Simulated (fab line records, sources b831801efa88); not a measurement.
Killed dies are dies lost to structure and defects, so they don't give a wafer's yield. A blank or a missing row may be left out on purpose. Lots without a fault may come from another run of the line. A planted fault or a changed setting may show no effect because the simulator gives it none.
Which tool did it? | flow sky130 | 12 lots, 36 wafers sampled, at 1 step of a route of 708

WHAT THE GAUGES READ, wafer by wafer
SKY_VT_ADJUST_LVTN_TW_MEAS_21.
lot  | measured     | on            | VT_ADJUST_LVTN_2_TW
L075 | day 8 10:46  | film_metro-04 | 188.7 189.2 188.4
L077 | day 8 22:14  | film_metro-02 | 187.5 186.5 186.5
L079 | day 9 10:17  | film_metro-04 | 188.9 190.3 190.5
L081 | day 9 23:22  | film_metro-02 | 188.3 188.5 188.2
L083 | day 10 17:28 | film_metro-03 | 189.6 190.4 190.1
L085 | day 11 05:19 | film_metro-04 | 189.7 189.9 190.8
L087 | day 11 15:35 | film_metro-03 | 189.1 189.0 191.2
L089 | day 12 17:16 | film_metro-02 | 186.4 185.7 185.4
L091 | day 12 21:23 | film_metro-02 | 185.8 186.3 186.0
L093 | day 13 00:43 | film_metro-04 | 190.7 190.1 190.1
L095 | day 14 00:28 | film_metro-02 | 186.5 187.6 187.9
L097 | day 14 18:22 | film_metro-02 | 187.9 187.5 187.9

WHICH TOOL RAN EACH LOT (tool, then ch and the chambers of the sampled wafers, then the start)
The record holds no process step before these readings.

THE ANSWER, worked out from the rows above alone
Rule: what is usual is taken from the lots themselves. Put in order of their means at a reading, lots are off if they are a third of the lots or fewer, leave a main group of 4 or more, and stand apart from it by a gap of 3 or more times the standard deviation of the main group's means; of several such gaps the widest counts. A main group whose means are all the same, to the digits that the tables above print for the reading, isn't used. A lot without any number at a reading at which 4 lots or more have one is off too. The other lots that the step has rows for count as sound.
No lot is off at any reading shown: from this, nothing can be told.

WHAT THE SIMULATOR HAD PUT IN
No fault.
